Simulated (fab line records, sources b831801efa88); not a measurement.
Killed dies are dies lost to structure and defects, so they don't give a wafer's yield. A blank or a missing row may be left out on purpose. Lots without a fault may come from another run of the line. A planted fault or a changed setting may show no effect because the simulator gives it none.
Problem report in the 8D (eight disciplines) form, filled by code | flow sky130 | the parts of the form that need people (team, actions taken, sign-off) are left out

1. THE PROBLEM
killed_at_front_end at SKY_PAD_OPEN_PROBE_99 reads a mean of 64 on 6 wafers of 2 lots; wafers without a fault read 15 with a standard deviation of 4.5. That is +11 standard deviations from the usual mean.
First seen on wafer L749.3, day 49 21:25, on prober-01. The record holds 6 wafers of 2 lots with a number at this step. Rule for "out", or "out of limits": more than 4 standard deviations from the usual mean. The other wafers with a number count as sound.

2. WHAT IT IS AND WHAT IT IS NOT
question                    | is                     | is not
which readings at this step | killed_at_front_end    | killed_at_M0_to_M3, killed_at_M4_up, killed_at_contacts, killed_at_other, killed_open, killed_short
which lots                  | L749, L750             | -
which wafers of those lots  | all that have a number | -
read on which tools         | prober-01, prober-02   | -
when                        | from day 49 21:25      | up to then (0 sound wafers)

3. SUSPECTS, AND WHAT RULES EACH OUT
Counting: a tool at a process step up to the reading stays a suspect if it ran every lot that is out and no sound lot after the first of them.
- wet_bench-02 at SKY_FIELD_ISO_WET_ETCH_28 (etches SiO2 in dHF, target depth 23.7 nm, time 47 s): kept. It ran every lot that is out, first L749 (day 6 01:29), and no sound lot after that.
Left after counting: wet_bench-02 at SKY_FIELD_ISO_WET_ETCH_28.

4. THE CAUSE (what the simulator had put in)
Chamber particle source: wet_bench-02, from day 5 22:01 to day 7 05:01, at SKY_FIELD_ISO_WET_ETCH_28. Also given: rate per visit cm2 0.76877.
Counting left only this tool.

5. THE CHAIN OF EFFECTS, in route order
Each row: a reading whose mean over the struck wafers that have a number lies more than 3 standard deviations from the usual. Only readings for which the record gives a usual standard deviation are gone through. hours: the time from each lot's start at the first step in this table that gives one to its start at this step, as a median over the lots. sigmas: the change in usual standard deviations.
hours | step                  | reading             | usual | on struck wafers | change | sigmas
0     | SKY_PAD_OPEN_PROBE_99 | killed_at_front_end | 15    | 64               | +49    | +11
0     | SKY_PAD_OPEN_PROBE_99 | killed_dies         | 85    | 132              | +46    | +4.9
The process steps in it:
- SKY_PAD_OPEN_PROBE_99

6. WHAT WOULD HAVE CAUGHT IT SOONER
In this record the first reading out of limits was taken at day 49 21:25, 1055 hours after the fault began at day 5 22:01.
All the lots that are out (2) had begun SKY_FIELD_ISO_WET_ETCH_28 on wet_bench-02 by day 49 21:25. A hold on the tool at that time would have spared none of them.
